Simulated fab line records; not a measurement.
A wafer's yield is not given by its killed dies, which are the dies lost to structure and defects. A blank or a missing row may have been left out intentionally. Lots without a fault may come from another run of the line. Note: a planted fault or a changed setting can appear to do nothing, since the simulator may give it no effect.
The same fault as seen by 2 desks | flow sky130 | every desk sees just its own numbers, and what lay behind them comes last

## FOR THE TOOL OWNER'S DESK: litho-track-04
At SKY_VT_ADJUST_HVTP_SOFTBAKE_03 (time 60 s), the tool's own readings, given per lot that ran on this tool as the mean of the sampled wafers with a number. Marked OUT: a lot whose mean sits more than 4 standard deviations from the usual mean, which makes it out of limits; the brackets give that distance.
Columns: A = heater-power-total-W at SKY_VT_ADJUST_HVTP_SOFTBAKE_03, usual 56.59 W; B = plate-temp-C at SKY_VT_ADJUST_HVTP_SOFTBAKE_03, usual 89.98 C
lot  | first seen here | A               | B
L831 | day 6 02:41     | 56.61           | 89.76
L834 | day 6 20:32     | 56.63           | 90.01
L836 | day 7 09:17     | 54.10 (-57) OUT | 87.20 (-21) OUT
L841 | day 8 20:47     | 54.07 (-57) OUT | 87.11 (-22) OUT
This desk finds L836, L841 out of limits, L836 being first, at day 7 09:17 (heater-power-total-W at SKY_VT_ADJUST_HVTP_SOFTBAKE_03). L831, L834 stayed within limits.

## THE METROLOGY DESK
Lot by lot, what the gauges showed, no matter which tool ran the lot: averages of those sampled wafers that carry a number. Marked OUT: a lot whose mean sits more than 4 standard deviations from the usual mean, which makes it out of limits; the brackets give that distance.
Columns: A = NWELL_01_OVL at SKY_NWELL_OVL_MEAS_23, usual 0.2 nm; B = NWELL_2_TW at SKY_NWELL_TW_MEAS_26, usual 493; C = NWELL_RS at SKY_NWELL_RS_MEAS_29, usual 624.6 ohm/sq; D = PWDE_RS at SKY_NWELL_RS_MEAS_31, usual 5278 ohm/sq; E = cd-nm at SKY_VT_ADJUST_HVTP_CD_MEAS_07, usual 379.0 nm; F = VT_ADJUST_HVTP_OVL at SKY_VT_ADJUST_HVTP_OVL_MEAS_08, usual 0.6 nm; G = VT_ADJUST_HVTP_TW at SKY_VT_ADJUST_HVTP_TW_MEAS_11, usual 1353
lot  | first seen here | A    | B   | C     | D    | E     | F    | G
L831 | day 5 17:30     | -2.0 | 494 | 625.1 | 5271 | 376.1 | 0.7  | 1361
L834 | day 6 10:26     | 0.0  | 497 | 624.3 | 5289 | 377.8 | 0.5  | 1359
L836 | day 6 22:56     | 0.8  | 498 | 621.1 | 5262 | 378.7 | 0.2  | 1348
L841 | day 8 09:32     | 2.3  | 488 | 625.4 | 5277 | 378.3 | -1.1 | 1354
L845 | day 9 11:44     | 1.6  | 492 | 623.3 | 5281 | 378.7 | -1.0 | 1354
L848 | day 10 14:02    | -0.9 | 490 | 625.6 | 5273 | 379.3 | 0.9  | 1345
Finding of this desk: none of the 6 lots has anything out of limits.

## ALL TOGETHER
An alarm could have come from the tool owner's desk at day 7 09:17, on L836, L841.
The metrology desk saw nothing out of limits.
The metrology desk holds a record of L836, L841, inside its limits.
Of the lots named, all ran SKY_VT_ADJUST_HVTP_SOFTBAKE_03 on litho-track-04.

## WHAT THE SIMULATOR HAD INSERTED
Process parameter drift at SKY_VT_ADJUST_HVTP_SOFTBAKE_03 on litho-track-04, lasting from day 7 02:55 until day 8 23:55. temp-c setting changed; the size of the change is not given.
Struck lots among those shown: L836, L841.
Time in hours from fault onset to the first out-of-limits reading at each desk: the tool owner's desk, 6.
